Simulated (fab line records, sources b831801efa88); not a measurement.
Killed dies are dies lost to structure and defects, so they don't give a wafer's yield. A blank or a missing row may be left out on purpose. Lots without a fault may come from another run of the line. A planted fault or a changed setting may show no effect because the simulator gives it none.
fab line records | flow gf180mcu
record lots=5 wafers=15 last_day=33
route steps=602 shown V3@437 M4@456
lots that met no fault: from a run of the same line without faults
start_h: hours from the record's first day to the start of the lot's first wafer shown | wait_h: hours since the lot's step before | " the same as in the row above | L1.1+2: a row that stands for several wafers | - no value, or no start given | * or withheld: withheld | < > ~ a bound
route shown NAME@n: a module of which the file shows steps, and the number in the route of the first | usual: mean/standard deviation of fault-free wafers | same: alike in all rows | chamber/n: place in a boat | sites: the reading at each site | _std_site: their standard deviation | _edge_site: outer sites' mean less inner sites' | radius_mm: how far each site lies from the wafer's centre | mask NAME#n: copy n | behind: the tool/chamber that last shaped the wafer | hold: why the lot was held/for how many hours/how that ended | device: the transistor (n, p or np) that didn't switch | end of line: the same wafers' tests at the end of the route | a step without rows: its recipe alone | killed: dies lost to structure and defects at the first sort, not the wafer's yield | map: a wafer's dies, x killed, . not, _ none there
set.NAME: the setting as run; set.NAME@STEP: as run at that earlier step | model.NAME: the simulator's own value behind a step, which no gauge read
lots at some steps of the route; a table a step, a row a wafer
services: from which hour (start_h, from the record's first day; less than 0 if before it) a tool's chamber was out of use, for how many hours, and why
## steps
# step GF_V3_COAT_08
# recipe resist=BARC temp_c=withheld time_s=withheld spin_rpm=withheld resist_thk_nm=withheld
# usual chill_plate_temp_C=* resist_line_temp_C=*
# columns lot.wafer tool chamber start_h wait_h chill_plate_temp_C resist_line_temp_C
L074.3 litho_track-01 0 501.96 0.1 * *
L074.4 " 0 " " * *
L074.5 " 0 " " * *
L075.1 litho_track-02 0 516.45 0.1 * *
L075.2 " 0 " " * *
L075.6 " 0 " " * *
L081.2 litho_track-01 0 565.39 0.1 * *
L081.3 " 0 " " * *
L081.5 " 0 " " * *
L089.2 litho_track-02 0 624.47 0.1 * *
L089.3 " 0 " " * *
L089.5 " 0 " " * *
L091.1 litho_track-02 0 637.80 0.1 * *
L091.3 " 0 " " * *
L091.5 " 0 " " * *
# step GF_V3_COAT_09
# recipe resist=KrF spin_rpm=withheld resist_thk_nm=1000
# usual chill_plate_temp_C=23.02/0.091 resist_line_temp_C=22.99/0.1
# columns lot.wafer tool chamber start_h wait_h chill_plate_temp_C resist_line_temp_C
L074.3 litho_track-01 0 - - 23.19 23.10
L074.4 " 0 " " 23.20 23.03
L074.5 " 0 " " 23.03 22.85
L075.1 litho_track-02 0 - - 22.84 23.17
L075.2 " 0 " " 23.10 23.07
L075.6 " 0 " " 22.86 23.04
L081.2 litho_track-01 0 - - 23.06 23.03
L081.3 " 0 " " 23.11 22.87
L081.5 " 0 " " 23.18 23.01
L089.2 litho_track-02 0 - - 22.97 23.00
L089.3 " 0 " " 23.10 23.03
L089.5 " 0 " " 22.93 23.03
L091.1 litho_track-02 0 - - 23.10 23.18
L091.3 " 0 " " 23.15 22.93
L091.5 " 0 " " 22.99 23.08
# step GF_V3_SOFTBAKE_10
# recipe temp_c=130 time_s=60 resist=KrF
# usual chill_plate_temp_C=22.98/0.11 resist_line_temp_C=23.00/0.11
# columns lot.wafer tool chamber start_h wait_h chill_plate_temp_C resist_line_temp_C
L074.3 litho_track-01 0 - - 22.63 23.01
L074.4 " 0 " " 22.86 22.85
L074.5 " 0 " " 22.79 22.98
L075.1 litho_track-02 0 - - 22.95 22.98
L075.2 " 0 " " 22.93 23.04
L075.6 " 0 " " 22.99 23.01
L081.2 litho_track-01 0 - - 22.87 23.03
L081.3 " 0 " " 23.00 22.97
L081.5 " 0 " " 22.91 22.89
L089.2 litho_track-02 0 - - 23.06 23.16
L089.3 " 0 " " 23.03 23.19
L089.5 " 0 " " 23.00 22.94
L091.1 litho_track-02 0 - - 22.96 22.96
L091.3 " 0 " " 22.96 22.96
L091.5 " 0 " " 23.02 22.92
# step GF_V3_EXPOSE_11
# recipe mask_id=Via3 target_cd_nm=260 na=0.68 source_shape=conventional sigma_outer=0.6 dose_mj=38
# usual stage_vel_mm_s=500.05/0.28
# columns lot.wafer tool chamber start_h wait_h mask stage_vel_mm_s
L074.3 krf_scanner-02 0 - - Via3#0 499.73
L074.4 " 0 " " Via3#0 499.81
L074.5 " 0 " " Via3#0 499.98
L075.1 krf_scanner-02 0 - - Via3#0 500.29
L075.2 " 0 " " Via3#0 500.44
L075.6 " 0 " " Via3#0 500.41
L081.2 krf_scanner-02 0 - - Via3#0 499.79
L081.3 " 0 " " Via3#0 499.87
L081.5 " 0 " " Via3#0 499.87
L089.2 krf_scanner-02 0 - - Via3#0 500.16
L089.3 " 0 " " Via3#0 500.10
L089.5 " 0 " " Via3#0 500.22
L091.1 krf_scanner-01 0 - - Via3#0 499.98
L091.3 " 0 " " Via3#0 499.80
L091.5 " 0 " " Via3#0 499.87
# step GF_V3_PEB_12
# recipe peb_temp_c=135 peb_time_s=90 resist=KrF
# usual chill_plate_temp_C=22.98/0.1 resist_line_temp_C=23.03/0.11
# columns lot.wafer tool chamber start_h wait_h chill_plate_temp_C resist_line_temp_C
L074.3 litho_track-01 0 - - 23.07 23.09
L074.4 " 0 " " 23.08 23.17
L074.5 " 0 " " 23.04 23.06
L075.1 litho_track-04 0 - - 22.98 23.01
L075.2 " 0 " " 23.19 22.95
L075.6 " 0 " " 23.07 23.08
L081.2 litho_track-01 0 - - 22.97 23.05
L081.3 " 0 " " 23.01 22.92
L081.5 " 0 " " 23.13 22.85
L089.2 litho_track-02 0 - - 22.95 23.00
L089.3 " 0 " " 22.98 23.03
L089.5 " 0 " " 23.00 23.12
L091.1 litho_track-02 0 - - 23.10 23.20
L091.3 " 0 " " 23.00 23.13
L091.5 " 0 " " 22.94 23.05
# step GF_V3_DEVELOP_13
# recipe develop_time_s=60 resist=KrF dev_temp_c=21
# usual chill_plate_temp_C=23.00/0.11 resist_line_temp_C=22.99/0.11
# columns lot.wafer tool chamber start_h wait_h chill_plate_temp_C resist_line_temp_C
L074.3 litho_track-01 0 513.71 0.1 23.20 22.95
L074.4 " 0 " " 23.05 22.93
L074.5 " 0 " " 23.27 22.95
L075.1 litho_track-04 0 528.47 0.2 23.08 23.09
L075.2 " 0 " " 23.06 23.27
L075.6 " 0 " " 23.02 23.16
L081.2 litho_track-01 0 577.24 0.2 22.95 22.98
L081.3 " 0 " " 22.95 22.90
L081.5 " 0 " " 22.97 22.99
L089.2 litho_track-02 0 634.87 0.2 22.86 23.10
L089.3 " 0 " " 22.96 23.04
L089.5 " 0 " " 22.93 23.14
L091.1 litho_track-02 0 647.65 0.2 23.04 23.15
L091.3 " 0 " " 23.14 22.91
L091.5 " 0 " " 23.15 23.14
# step GF_V3_CD_MEAS_14
# recipe target_cd_nm=260
# usual cd_nm=259.9/0.87
# columns lot.wafer tool chamber start_h wait_h cd_nm
L074.3 cd_sem-01 - 513.85 0.1 259.0
L074.4 " - " " 260.9
L074.5 " - " " 261.3
L075.1 cd_sem-02 - 528.62 0.1 259.6
L075.2 " - " " 258.5
L075.6 " - " " 259.2
L081.2 cd_sem-02 - 577.38 0.1 260.9
L081.3 " - " " 261.0
L081.5 " - " " 261.7
L089.2 cd_sem-02 - 635.02 0.1 259.3
L089.3 " - " " 259.1
L089.5 " - " " 261.0
L091.1 cd_sem-01 - 647.80 0.1 258.8
L091.3 " - " " 259.8
L091.5 " - " " 259.4
# step GF_V3_OVL_MEAS_15
# usual V3_OVL=3/4.9
# columns lot.wafer tool chamber start_h wait_h V3_OVL[nm]
L074.3 overlay-01 - 513.95 0.1 -6
L074.4 " - " " -1
L074.5 " - " " -1
L075.1 overlay-01 - 528.74 0.1 -4
L075.2 " - " " 0
L075.6 " - " " -3
L081.2 overlay-01 - 577.49 0.1 -2
L081.3 " - " " 4
L081.5 " - " " 2
L089.2 overlay-01 - 635.12 0.1 11
L089.3 " - " " 8
L089.5 " - " " 3
L091.1 overlay-02 - 647.92 0.1 1
L091.3 " - " " 6
L091.5 " - " " 2
# step GF_V3_ETCH_16
# recipe chemistry=N2/H2 target_depth_a=withheld overetch_a=withheld time_s=withheld target=BARC ion_energy_ev=200 source_w=500 bias_w=100 pressure_mtorr=30 n2_flow_sccm=100 h2_flow_sccm=200
# usual chamber_pressure_mTorr=30.000/0.028 drypump_motor_current_A=5.6/0.52 oes_product_au=0.854/0.0046 throttle_valve_pct=13.224/0.0089
# columns lot.wafer tool chamber start_h wait_h chamber_pressure_mTorr drypump_motor_current_A oes_product_au throttle_valve_pct
L074.3 rie_diel-04 2 513.97 0.0 29.928 6.4 0.858 13.204
L074.4 " 0 " " 29.989 5.7 0.854 13.212
L074.5 " 2 " " 30.006 6.5 0.856 13.226
L075.1 rie_diel-04 2 528.77 0.0 30.020 6.4 0.854 13.209
L075.2 " 3 " " 29.973 5.4 0.849 13.218
L075.6 " 2 " " 30.015 6.4 0.851 13.228
L081.2 rie_diel-02 0 577.52 0.0 29.942 4.8 0.848 13.231
L081.3 " 3 " " 29.996 5.8 0.853 13.226
L081.5 " 3 " " 29.969 5.8 0.850 13.229
L089.2 rie_diel-03 0 635.15 0.0 30.005 5.2 0.857 13.225
L089.3 " 3 " " 30.006 5.1 0.859 13.218
L089.5 " 0 " " 30.007 5.2 0.854 13.214
L091.1 rie_diel-03 3 647.95 0.0 30.032 5.1 0.854 13.203
L091.3 " 2 " " 29.988 4.8 0.856 13.235
L091.5 " 2 " " 30.018 4.8 0.858 13.239
# step GF_V3_ETCH_17
# recipe chemistry=C4F8/O2/Ar mask_material=KrF target=SiO2 stop_on=TiN source_w=1500 bias_w=1200 pressure_mtorr=40 c4f8_flow_sccm=withheld O2_flow_sccm=6 Ar_flow_sccm=300 time_s=withheld target_depth_a=6350
# usual chamber_pressure_mTorr=40.00/0.037 oes_product_au=0.856/0.0047
# columns lot.wafer tool chamber start_h wait_h chamber_pressure_mTorr oes_product_au
L074.3 rie_diel-04 2 - - 39.98 0.858
L074.4 " 0 " " 40.00 0.850
L074.5 " 2 " " 40.03 0.855
L075.1 rie_diel-04 2 - - 40.02 0.868
L075.2 " 3 " " 39.99 0.855
L075.6 " 2 " " 39.99 0.859
L081.2 rie_diel-02 0 - - 40.04 0.848
L081.3 " 3 " " 40.05 0.865
L081.5 " 3 " " 40.02 0.854
L089.2 rie_diel-03 0 - - 40.01 0.865
L089.3 " 3 " " 39.95 0.853
L089.5 " 0 " " 40.00 0.850
L091.1 rie_diel-03 3 - - 40.02 0.851
L091.3 " 2 " " 39.98 0.863
L091.5 " 2 " " 40.03 0.857
# step GF_V3_STRIP_18
# recipe chemistry=O2/N2 power_w=1400 pressure_mtorr=1500 platen_temp_c=250 o2_flow_sccm=3000 n2_flow_sccm=300 overash_fraction=0.5
# usual chamber_pressure_mTorr=1500.2/1.4 drypump_motor_current_A=5.84/0.23 heater_power_w=307/23 oes_product_au=0.592/0.0044
# columns lot.wafer tool chamber start_h wait_h chamber_pressure_mTorr drypump_motor_current_A heater_power_w oes_product_au rf_hours_counter_h
L074.3 plasma_asher-01 0 514.13 - 1500.3 5.69 301 0.593 -
L074.4 " 1 " " 1500.2 6.11 307 0.591 -
L074.5 " 1 " " 1498.1 6.13 308 0.589 -
L075.1 plasma_asher-03 0 528.90 - 1500.0 5.78 277 0.594 41
L075.2 " 1 " " 1500.1 5.85 299 0.590 41
L075.6 " 1 " " 1497.3 5.86 290 0.593 -
L081.2 plasma_asher-01 1 577.65 - 1500.0 6.08 311 0.593 89
L081.3 " 0 " " 1502.3 5.71 304 0.594 -
L081.5 " 1 " " 1498.7 6.10 315 0.591 -
L089.2 plasma_asher-03 0 635.28 - 1496.9 5.83 278 0.595 53
L089.3 " 0 " " 1501.3 5.77 283 0.584 -
L089.5 " 1 " " 1499.4 5.85 290 0.599 -
L091.1 plasma_asher-03 0 648.08 - 1500.9 5.76 280 0.588 54
L091.3 " 0 " " 1498.4 5.78 280 0.589 -
L091.5 " 1 " " 1499.0 5.85 294 0.594 -
# step GF_V3_STRIP_19
# recipe chemistry=post_etch_residue_remover time_s=1200 temp_c=72.5
# usual bath_heat_duty_pct=14.8/1.9
# columns lot.wafer tool chamber start_h wait_h bath_heat_duty_pct
L074.3 wet_bench-04 0 514.20 0.0 14.4
L074.4 " 0 " " 13.9
L074.5 " 0 " " 14.7
L075.1 wet_bench-03 3 529.00 0.1 12.6
L075.2 " 3 " " 12.0
L075.6 " 3 " " 11.9
L081.2 wet_bench-04 2 577.75 0.1 17.5
L081.3 " 2 " " 17.1
L081.5 " 2 " " 17.4
L089.2 wet_bench-04 0 635.38 0.1 13.4
L089.3 " 0 " " 14.0
L089.5 " 0 " " 13.7
L091.1 wet_bench-04 0 648.18 0.1 14.3
L091.3 " 0 " " 13.9
L091.5 " 0 " " 14.4
# step GF_V3_CLEAN_20
# recipe chemistry=DIW dry=n2_spin
# columns lot.wafer tool chamber start_h wait_h
L074.3+4+5 wet_bench-01 0 514.54 0.0
L075.1+2+6 wet_bench-04 2 529.34 0.0
L081.2+3+5 wet_bench-03 3 578.09 0.0
L089.2+3+5 wet_bench-03 2 635.72 0.0
L091.1+3+5 wet_bench-03 2 648.52 0.0
# step GF_V3_SPUTTER_21
# recipe material=Ti target_thk_nm=15 chamber_pressure_pa=5 power_w=2500 substrate_temp_c=200 time_s=80.02
# usual throttle_valve_pct=29.9/1
# columns lot.wafer tool chamber start_h wait_h throttle_valve_pct
L074.3 pvd_sputter-01 - 514.63 0.0 29.6
L074.4 " - " " 30.9
L074.5 " - " " 30.8
L075.1 pvd_sputter-02 - 529.44 0.0 29.6
L075.2 " - " " 29.9
L075.6 " - " " 28.8
L081.2 pvd_sputter-03 - 578.18 0.0 27.5
L081.3 " - " " 29.3
L081.5 " - " " 30.4
L089.2 pvd_sputter-03 - 635.83 0.0 27.3
L089.3 " - " " 30.6
L089.5 " - " " 27.5
L091.1 pvd_sputter-03 - 648.62 0.0 30.7
L091.3 " - " " 29.2
L091.5 " - " " 30.5
# step GF_V3_SPUTTER_22
# recipe material=TiN target_thk_nm=10 chamber_pressure_pa=5 power_w=4000 time_s=40
# usual throttle_valve_pct=30.0/1
# columns lot.wafer tool chamber start_h wait_h throttle_valve_pct
L074.3 pvd_sputter-01 - 514.69 0.0 29.6
L074.4 " - " " 30.7
L074.5 " - " " 30.7
L075.1 pvd_sputter-02 - 529.50 0.0 29.5
L075.2 " - " " 30.1
L075.6 " - " " 28.9
L081.2 pvd_sputter-03 - 578.24 0.0 27.5
L081.3 " - " " 29.4
L081.5 " - " " 30.9
L089.2 pvd_sputter-03 - 635.89 0.0 27.5
L089.3 " - " " 31.2
L089.5 " - " " 27.4
L091.1 pvd_sputter-03 - 648.68 0.0 30.6
L091.3 " - " " 29.0
L091.5 " - " " 30.5
# step GF_V3_CVD_23
# recipe material=W target_thk_nm=350 time_s=104.9 temp_c=400 pressure_torr=40
# usual chamber_pressure_Torr=39.99/0.085 heater_power_w=862/94
# columns lot.wafer tool chamber start_h wait_h chamber_pressure_Torr heater_power_w
L074.3 cvd_w-02 0 514.77 0.1 40.14 824
L074.4 " 1 " " 40.18 866
L074.5 " 1 " " 40.13 846
L075.1 cvd_w-01 0 529.54 0.0 39.87 752
L075.2 " 1 " " 39.93 1008
L075.6 " 0 " " 39.87 777
L081.2 cvd_w-01 1 578.28 0.0 40.06 997
L081.3 " 0 " " 40.15 772
L081.5 " 1 " " 40.07 1017
L089.2 cvd_w-01 1 635.93 0.0 40.04 976
L089.3 " 1 " " 40.05 1023
L089.5 " 1 " " 40.03 1021
L091.1 cvd_w-01 0 648.72 0.0 39.97 753
L091.3 " 0 " " 39.88 775
L091.5 " 0 " " 40.00 766
# step GF_V3_RS_MEAS_24
# recipe thk_meas_gauge=four-point-probe reads=W_of_V3_CVD_23+TiN_of_V3_SPUTTER_22+Ti_of_V3_SPUTTER_21
# usual V3_W_RS=0.326/0.0047
# columns lot.wafer tool chamber start_h wait_h V3_W_RS[ohm/sq]
L074.3 film_metro-04 - 514.88 0.1 0.332
L074.4 " - " " 0.329
L074.5 " - " " 0.331
L075.1 film_metro-03 - 529.65 0.1 0.327
L075.2 " - " " 0.327
L075.6 " - " " 0.324
L081.2 film_metro-04 - 578.41 0.1 0.329
L081.3 " - " " 0.323
L081.5 " - " " 0.327
L089.2 film_metro-03 - 636.06 0.1 0.329
L089.3 " - " " 0.328
L089.5 " - " " 0.326
L091.1 film_metro-02 - 648.84 0.1 0.321
L091.3 " - " " 0.322
L091.5 " - " " 0.322
# step GF_V3_THK_MEAS_25
# recipe thk_meas_gauge=xrf reads=W_of_V3_CVD_23
# usual V3_W_THK=357/6.8
# columns lot.wafer tool chamber start_h wait_h V3_W_THK[nm]
L074.3 film_metro-04 - 514.98 0.1 346
L074.4 " - " " 351
L074.5 " - " " 350
L075.1 film_metro-03 - 529.77 0.1 358
L075.2 " - " " 357
L075.6 " - " " 359
L081.2 film_metro-04 - 578.52 0.1 346
L081.3 " - " " 352
L081.5 " - " " 349
L089.2 film_metro-03 - 636.17 0.1 356
L089.3 " - " " 355
L089.5 " - " " 357
L091.1 film_metro-02 - 648.96 0.1 361
L091.3 " - " " 360
L091.5 " - " " 360
# step GF_V3_CMP_26
# recipe stop_on=SiO2 down_force_psi=3.5 platen_rpm=60 t_overpolish_s=15 target_thk_nm=0 pad_velocity_m_s=0.94248
# usual motor_current_A=11.4/1 overpolish_run_s=15.000/0.0093 time_to_endpoint_s=85.0/2.8
# same t_overpolish_s=15
# columns lot.wafer tool chamber start_h wait_h motor_current_A overpolish_run_s time_to_endpoint_s
L074.4 cmp-01 1 515.32 0.3 10.8 15.011 85.0
L074.3 " 3 " " 11.3 14.996 84.5
L074.5 " 1 " " 11.8 15.006 85.7
L075.1 cmp-01 1 529.88 0.1 11.1 14.990 84.8
L075.2 " 3 " " 12.1 15.009 85.5
L075.6 " 0 " " 10.7 15.003 85.4
L081.2 cmp-02 3 578.57 0.0 11.2 15.017 87.0
L081.3 " 2 " " 10.3 15.003 86.3
L081.5 " 3 " " 11.8 14.990 90.0
L089.2 cmp-02 2 636.27 0.1 10.2 15.009 84.3
L089.3 " 3 " " 11.4 14.988 83.6
L089.5 " 1 " " 10.4 14.999 88.4
L091.3 cmp-02 0 649.12 0.1 13.0 14.993 83.9
L091.1 " 1 " " 11.0 15.006 87.6
L091.5 " 2 " " 10.2 14.998 83.1
# step GF_M4_SPUTTER_00
# recipe material=Ti target_thk_nm=37.5 arriving_ion_energy_ev=80 substrate_temp_c=200 chamber_pressure_pa=2 power_w=4000 time_s=150
# usual throttle_valve_pct=29.5/1.1
# columns lot.wafer tool chamber start_h wait_h throttle_valve_pct
L074.3 pvd_sputter-02 - 515.57 0.1 28.6
L074.4 " - " " 29.1
L074.5 " - " " 29.8
L075.1 pvd_sputter-04 - 530.13 0.2 30.2
L075.2 " - " " 29.3
L075.6 " - " " 31.3
L081.2 pvd_sputter-04 - 578.87 0.2 31.0
L081.3 " - " " 29.4
L081.5 " - " " 30.5
L089.2 pvd_sputter-02 - 636.52 0.2 28.4
L089.3 " - " " 29.6
L089.5 " - " " 29.9
L091.1 pvd_sputter-02 - 649.32 0.1 29.3
L091.3 " - " " 28.6
L091.5 " - " " 29.5
# step GF_M4_SPUTTER_01
# recipe material=TiN target_thk_nm=30 power_w=6500 time_s=25 chamber_pressure_pa=0.4
# usual throttle_valve_pct=29.5/1.1
# columns lot.wafer tool chamber start_h wait_h throttle_valve_pct
L074.3 pvd_sputter-02 - 515.67 0.1 28.6
L074.4 " - " " 29.6
L074.5 " - " " 30.1
L075.1 pvd_sputter-04 - 530.23 0.1 30.2
L075.2 " - " " 29.4
L075.6 " - " " 31.3
L081.2 pvd_sputter-04 - 578.97 0.1 31.3
L081.3 " - " " 29.5
L081.5 " - " " 30.2
L089.2 pvd_sputter-02 - 636.62 0.1 28.5
L089.3 " - " " 29.3
L089.5 " - " " 29.8
L091.1 pvd_sputter-02 - 649.42 0.1 29.5
L091.3 " - " " 28.8
L091.5 " - " " 29.4
# step GF_M4_SPUTTER_02
# recipe material=AlCu target_thk_nm=450 power_w=10600 time_s=23.9 chamber_pressure_pa=0.4
# usual throttle_valve_pct=29.5/1.1
# columns lot.wafer tool chamber start_h wait_h throttle_valve_pct
L074.3 pvd_sputter-02 - 515.70 0.0 28.7
L074.4 " - " " 29.4
L074.5 " - " " 29.8
L075.1 pvd_sputter-04 - 530.26 0.0 30.2
L075.2 " - " " 29.4
L075.6 " - " " 31.2
L081.2 pvd_sputter-04 - 579.00 0.0 30.9
L081.3 " - " " 29.3
L081.5 " - " " 30.7
L089.2 pvd_sputter-02 - 636.66 0.0 28.7
L089.3 " - " " 29.6
L089.5 " - " " 29.9
L091.1 pvd_sputter-02 - 649.45 0.0 29.7
L091.3 " - " " 28.6
L091.5 " - " " 29.4
# step GF_M4_SPUTTER_03
# recipe material=Ti target_thk_nm=10 substrate_temp_c=300 chamber_pressure_pa=0.3 power_w=3000 time_s=6.7
# usual throttle_valve_pct=29.5/1.1
# columns lot.wafer tool chamber start_h wait_h throttle_valve_pct
L074.3 pvd_sputter-02 - 515.73 0.0 28.6
L074.4 " - " " 29.6
L074.5 " - " " 29.9
L075.1 pvd_sputter-04 - 530.29 0.0 30.6
L075.2 " - " " 29.2
L075.6 " - " " 31.2
L081.2 pvd_sputter-04 - 579.03 0.0 31.2
L081.3 " - " " 29.4
L081.5 " - " " 30.2
L089.2 pvd_sputter-02 - 636.69 0.0 28.6
L089.3 " - " " 29.3
L089.5 " - " " 30.1
L091.1 pvd_sputter-02 - 649.48 0.0 29.3
L091.3 " - " " 28.6
L091.5 " - " " 29.3
# step GF_M4_SPUTTER_04
# recipe material=TiN target_thk_nm=50 power_w=6500 time_s=41.7 chamber_pressure_pa=0.4
# usual throttle_valve_pct=29.5/1.1
# columns lot.wafer tool chamber start_h wait_h throttle_valve_pct
L074.3 pvd_sputter-02 - 515.75 0.0 28.7
L074.4 " - " " 29.4
L074.5 " - " " 30.2
L075.1 pvd_sputter-04 - 530.31 0.0 30.4
L075.2 " - " " 29.3
L075.6 " - " " 31.4
L081.2 pvd_sputter-04 - 579.05 0.0 31.4
L081.3 " - " " 29.4
L081.5 " - " " 30.6
L089.2 pvd_sputter-02 - 636.71 0.0 28.8
L089.3 " - " " 29.4
L089.5 " - " " 29.9
L091.1 pvd_sputter-02 - 649.50 0.0 29.5
L091.3 " - " " 28.8
L091.5 " - " " 29.4
# step GF_M4_RS_MEAS_05
# recipe thk_meas_gauge=four-point-probe reads=TiN_of_M4_SPUTTER_04+Ti_of_M4_SPUTTER_03+AlCu_of_M4_SPUTTER_02+TiN_of_M4_SPUTTER_01+Ti_of_M4_SPUTTER_00
# usual M4_ALCU_RS=0.0694/0.00079
# columns lot.wafer tool chamber start_h wait_h M4_ALCU_RS[ohm/sq]
L074.3 film_metro-01 - 515.83 0.1 0.0692
L074.4 " - " " 0.0694
L074.5 " - " " 0.0696
L075.1 film_metro-02 - 530.35 0.0 0.0687
L075.2 " - " " 0.0698
L075.6 " - " " 0.0689
L081.2 film_metro-02 - 579.11 0.0 0.0687
L081.3 " - " " 0.0701
L081.5 " - " " 0.0688
L089.2 film_metro-01 - 636.77 0.0 0.0684
L089.3 " - " " 0.0682
L089.5 " - " " 0.0695
L091.1 film_metro-01 - 649.54 0.0 0.0686
L091.3 " - " " 0.0690
L091.5 " - " " 0.0685
# step GF_M4_THK_MEAS_06
# recipe thk_meas_gauge=xrf reads=AlCu_of_M4_SPUTTER_02
# usual M4_ALCU_THK=446/4.8
# columns lot.wafer tool chamber start_h wait_h M4_ALCU_THK[nm]
L074.3 film_metro-01 - 515.93 0.1 444
L074.4 " - " " 445
L074.5 " - " " 441
L075.1 film_metro-02 - 530.47 0.1 450
L075.2 " - " " 442
L075.6 " - " " 445
L081.2 film_metro-02 - 579.22 0.1 449
L081.3 " - " " 439
L081.5 " - " " 447
L089.2 film_metro-01 - 636.88 0.1 450
L089.3 " - " " 452
L089.5 " - " " 442
L091.1 film_metro-01 - 649.66 0.1 447
L091.3 " - " " 444
L091.5 " - " " 446
# step GF_M4_DEHYDRATE_07
# recipe temp_c=200 time_s=60
# usual chill_plate_temp_C=23.00/0.1 resist_line_temp_C=22.98/0.1
# columns lot.wafer tool chamber start_h wait_h chill_plate_temp_C resist_line_temp_C
L074.3 litho_track-04 0 526.82 10.9 23.12 23.10
L074.4 " 0 " " 23.18 22.95
L074.5 " 0 " " 23.16 23.00
L075.1 litho_track-02 0 541.15 10.7 22.87 23.12
L075.2 " 0 " " 22.96 22.99
L075.6 " 0 " " 23.10 22.92
L081.2 litho_track-02 0 589.12 9.9 23.18 23.06
L081.3 " 0 " " 22.84 23.13
L081.5 " 0 " " 23.07 23.11
L089.2 litho_track-02 0 645.92 9.0 23.04 22.86
L089.3 " 0 " " 23.11 22.78
L089.5 " 0 " " 23.11 22.95
L091.1 litho_track-03 0 659.50 9.8 23.08 22.91
L091.3 " 0 " " 23.00 22.99
L091.5 " 0 " " 23.07 22.84
# step GF_M4_HMDS_08
# recipe prime_time_s=60 prime_temp_c=120
# usual chill_plate_temp_C=23.01/0.098 resist_line_temp_C=23.01/0.11
# columns lot.wafer tool chamber start_h wait_h chill_plate_temp_C resist_line_temp_C
L074.3 litho_track-04 0 526.97 0.1 23.04 22.88
L074.4 " 0 " " 23.14 22.87
L074.5 " 0 " " 23.01 22.98
L075.1 litho_track-02 0 541.30 0.1 23.06 23.13
L075.2 " 0 " " 22.96 22.99
L075.6 " 0 " " 22.89 22.96
L081.2 litho_track-02 0 589.27 0.1 23.05 23.03
L081.3 " 0 " " 23.08 22.96
L081.5 " 0 " " 22.94 22.91
L089.2 litho_track-02 0 646.07 0.1 23.03 23.09
L089.3 " 0 " " 23.07 23.09
L089.5 " 0 " " 22.99 23.05
L091.1 litho_track-03 0 659.65 0.1 22.83 23.00
L091.3 " 0 " " 22.89 23.18
L091.5 " 0 " " 22.99 23.10
# step GF_M4_COAT_09
# recipe resist=KrF spin_rpm=withheld resist_thk_nm=1000
# usual chill_plate_temp_C=23.03/0.1 resist_line_temp_C=23.00/0.1
# columns lot.wafer tool chamber start_h wait_h chill_plate_temp_C resist_line_temp_C
L074.3 litho_track-04 0 527.12 0.1 23.04 22.99
L074.4 " 0 " " 22.97 22.97
L074.5 " 0 " " 23.03 23.15
L075.1 litho_track-02 0 541.45 0.1 22.93 22.81
L075.2 " 0 " " 22.81 22.99
L075.6 " 0 " " 23.00 22.97
L081.2 litho_track-02 0 589.42 0.1 23.03 23.15
L081.3 " 0 " " 23.02 23.09
L081.5 " 0 " " 22.99 23.06
L089.2 litho_track-02 0 646.22 0.1 22.92 23.10
L089.3 " 0 " " 22.93 22.95
L089.5 " 0 " " 22.93 23.05
L091.1 litho_track-03 0 659.80 0.1 22.97 22.90
L091.3 " 0 " " 23.02 22.98
L091.5 " 0 " " 22.96 22.98
# step GF_M4_SOFTBAKE_10
# recipe temp_c=130 time_s=60 resist=KrF
# usual chill_plate_temp_C=23.01/0.11 resist_line_temp_C=22.99/0.11
# columns lot.wafer tool chamber start_h wait_h chill_plate_temp_C resist_line_temp_C
L074.3 litho_track-04 0 527.27 0.1 22.93 22.89
L074.4 " 0 " " 23.01 22.81
L074.5 " 0 " " 23.03 23.07
L075.1 litho_track-02 0 541.60 0.1 22.92 23.13
L075.2 " 0 " " 23.10 23.16
L075.6 " 0 " " 23.04 23.03
L081.2 litho_track-02 0 589.57 0.1 23.05 22.96
L081.3 " 0 " " 23.05 23.04
L081.5 " 0 " " 22.88 22.99
L089.2 litho_track-02 0 646.37 0.1 22.94 23.09
L089.3 " 0 " " 22.93 22.94
L089.5 " 0 " " 23.14 22.91
L091.1 litho_track-03 0 659.95 0.1 22.96 22.84
L091.3 " 0 " " 23.00 22.89
L091.5 " 0 " " 23.03 23.02
# step GF_M4_EXPOSE_11
# recipe mask_id=Metal4 target_cd_nm=280 na=0.68 source_shape=conventional sigma_outer=0.6 dose_mj=28
# usual stage_vel_mm_s=500.00/0.24
# columns lot.wafer tool chamber start_h wait_h mask stage_vel_mm_s
L074.3 krf_scanner-01 0 - - Metal4#0 500.40
L074.4 " 0 " " Metal4#0 500.28
L074.5 " 0 " " Metal4#0 500.43
L075.1 krf_scanner-02 0 - - Metal4#0 499.76
L075.2 " 0 " " Metal4#0 499.90
L075.6 " 0 " " Metal4#0 499.61
L081.2 krf_scanner-01 0 - - Metal4#0 500.01
L081.3 " 0 " " Metal4#0 500.21
L081.5 " 0 " " Metal4#0 499.86
L089.2 krf_scanner-02 0 - - Metal4#0 499.76
L089.3 " 0 " " Metal4#0 500.03
L089.5 " 0 " " Metal4#0 499.98
L091.1 krf_scanner-02 0 - - Metal4#0 500.12
L091.3 " 0 " " Metal4#0 500.03
L091.5 " 0 " " Metal4#0 499.90
## services
# columns tool chamber start_h hours kind
cmp-02 - 479.53 5.5 pm
rie_diel-04 - 487.96 0.4 repair
krf_scanner-01 - 489.05 1.3 pm
rie_diel-03 3 505.78 6.3 repair
pvd_sputter-04 - 507.69 3.8 repair
krf_scanner-01 - 511.57 0.3 repair
krf_scanner-01 - 516.12 1.8 repair
pvd_sputter-03 - 534.35 1.0 repair
rie_diel-03 - 535.27 0.9 repair
rie_diel-03 3 543.99 1.3 repair
rie_diel-04 3 547.88 7.9 repair
cmp-02 - 572.00 4.0 pm
krf_scanner-02 - 572.88 1.0 pm
krf_scanner-01 - 579.03 1.0 pm
rie_diel-03 - 579.04 2.8 pm
krf_scanner-02 - 595.23 16.5 repair
krf_scanner-02 - 604.51 1.9 repair
cmp-02 - 609.38 5.9 repair
krf_scanner-02 - 611.75 0.8 pm
pvd_sputter-03 - 617.91 3.2 repair
krf_scanner-02 - 620.23 1.3 pm
pvd_sputter-02 - 627.58 1.6 repair
krf_scanner-02 - 637.63 0.8 pm
cvd_w-01 1 644.04 4.5 repair
## key
fault none
